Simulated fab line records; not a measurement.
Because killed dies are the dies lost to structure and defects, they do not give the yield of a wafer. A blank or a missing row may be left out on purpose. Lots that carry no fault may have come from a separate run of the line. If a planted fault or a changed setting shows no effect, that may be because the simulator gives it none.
Problem report, 8D (eight disciplines) form, completed by code / flow sky130 / the parts of the form that need people (team, actions taken, sign-off) are left out

== 1. PROBLEM STATEMENT ==
Mean LDD_HVN_OVL at SKY_LDD_HVN_OVL_MEAS_07: 61.7 nm over 9 wafers in 3 lots; fault-free wafers: -0.8 nm, standard deviation 1.3. That puts it +48 standard deviations away from the usual mean.
First seen on wafer L806.2, day 21 22:15, on overlay-01. The record holds 39 wafers of 13 lots with a number at this step. Rule for "out", or "out of limits": more than 4 standard deviations from the usual mean. Any other wafer with a number is counted as sound.

== 2. WHAT IT IS; WHAT IT IS NOT ==
question=which readings at this step | is=LDD_HVN_OVL | is not=-
question=which lots | is=L806, L810, L812 | is not=L802, L804, L805, L807, L813, L815, L817, L820, L823, L825
question=which wafers of those lots | is=all that have a number | is not=-
question=read on which gauges | is=overlay-01 | is not=overlay-02
question=when | is=from day 21 22:15 | is not=up to then (9 sound wafers); but 21 sound wafers of L807, L813, L815, L817, L820, L823, L825 came after

== 3. WHAT RULES OUT EACH SUSPECT ==
Counting: any tool at a process step up to the reading is kept as a suspect provided that every lot that is out went through it and no sound lot did after the first of them.
- the gauge at SKY_LDD_HVN_OVL_MEAS_07: kept. All the wafers that are out were read on overlay-01, and no step on other tools shows them out.
- iline_stepper-02 at SKY_LDD_HVN_EXPOSE_04 (exposes mask HVNTM, target cd 700 nm): kept. It ran every lot that is out, first L806 (day 21 07:02), and no sound lot after that; its last sound lot up to then is L805 (day 20 17:26).
Left after counting: iline_stepper-02 at SKY_LDD_HVN_EXPOSE_04, overlay-01 at SKY_LDD_HVN_OVL_MEAS_07.

== 4. THE CAUSE (what the simulator had put in) ==
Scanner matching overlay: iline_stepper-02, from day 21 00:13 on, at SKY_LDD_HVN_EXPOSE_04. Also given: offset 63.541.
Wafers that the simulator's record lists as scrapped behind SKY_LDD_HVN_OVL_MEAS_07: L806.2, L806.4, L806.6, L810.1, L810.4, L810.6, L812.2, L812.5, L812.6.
After counting, 2 suspects remain, this tool included.

== 5. THE CHAIN OF EFFECTS, in route order ==
One row per reading whose mean, taken over the struck wafers that have a number, lies over 3 standard deviations from the usual. Only readings whose record carries a usual standard deviation are examined. hours: median over the lots of the time between each lot's start at the first step of this table that gives one and its start at this step. sigmas: the change, counted in usual standard deviations.
hours=0; step=SKY_LDD_HVN_OVL_MEAS_07; reading=LDD_HVN_OVL; usual=-0.8 nm; on struck wafers=61.7; change=+62.5; sigmas=+48

== 6. WHAT WOULD HAVE CAUGHT IT SOONER ==
In this record the first reading out of limits at a measuring or inspecting step was taken at day 21 22:15, 22 hours after the fault began at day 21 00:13.
Among the 3 lots that are out, L810, L812 began SKY_LDD_HVN_EXPOSE_04 on iline_stepper-02 after day 21 22:15. A hold on the tool at that time would have spared those 2.
